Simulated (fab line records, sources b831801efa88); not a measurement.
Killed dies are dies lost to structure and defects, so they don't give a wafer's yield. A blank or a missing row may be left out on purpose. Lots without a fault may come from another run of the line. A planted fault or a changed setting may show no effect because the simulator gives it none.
One fault seen from 2 desks | flow gf180mcu | each desk has only its own numbers; what lay behind them comes last

THE METROLOGY DESK
What the gauges read, lot by lot, whatever tool the lot ran on: means of the sampled wafers that have a number. A lot is out of limits, marked OUT, if its mean lies more than 4 standard deviations from the usual mean; the brackets give that distance.
Columns: A = cd_nm at GF_PSD_CD_MEAS_07, usual 398.9 nm; B = PSD_TW at GF_PSD_TW_MEAS_11, usual 3183
lot  | first seen here | A     | B
L488 | day 14 12:38    | 402.5 | 3122
L490 | day 15 04:25    | 398.9 | 3182
L491 | day 15 11:23    | 400.1 | 3192
L492 | day 15 21:17    | 400.3 | 3177
L493 | day 16 11:14    | 396.9 | 3159
L494 | day 16 18:35    | 397.6 | 3193
L495 | day 16 22:32    | 398.3 | 3190
L497 | day 17 16:13    | 397.3 | 3187
L499 | day 18 11:41    | 400.3 | 3180
L500 | day 18 15:59    | 402.0 | 3207
L501 | day 19 03:35    | 398.7 | 3210
L508 | day 21 05:26    | 397.7 | 3179
L509 | day 21 15:02    | 400.0 | 3178
L510 | day 21 19:45    | 398.0 | 3193
This desk's finding: nothing out of limits on any of the 14 lots.

THE TOOL OWNER'S DESK: litho_track-03
The tool's own readings at GF_SAB_DEVELOP_08 (develop time 60 s): means of the sampled wafers that have a number, for each lot that ran on this tool. A lot is out of limits, marked OUT, if its mean lies more than 4 standard deviations from the usual mean; the brackets give that distance.
Columns: A = chill_plate_temp_C at GF_SAB_DEVELOP_08, usual 23.02 C; B = exhaust_pa at GF_SAB_DEVELOP_08, usual 45.0 Pa; C = resist_line_temp_C at GF_SAB_DEVELOP_08, usual 22.99 C
lot  | first seen here | A     | B    | C
L492 | day 16 18:56    | 23.01 | 45.2 | 22.97
L494 | day 17 16:59    | 22.95 | 44.5 | 22.89
L495 | day 17 21:40    | 22.98 | 45.2 | 22.99
L501 | day 20 05:25    | 22.99 | 44.1 | 22.95
L509 | day 22 15:02    | 23.03 | 46.5 | 23.04
L510 | day 22 19:52    | 23.03 | 44.0 | 22.89
This desk's finding: nothing out of limits on any of the 6 lots.

PUT TOGETHER
The metrology desk saw nothing out of limits.
The tool owner's desk saw nothing out of limits.

WHAT THE SIMULATOR HAD PUT IN
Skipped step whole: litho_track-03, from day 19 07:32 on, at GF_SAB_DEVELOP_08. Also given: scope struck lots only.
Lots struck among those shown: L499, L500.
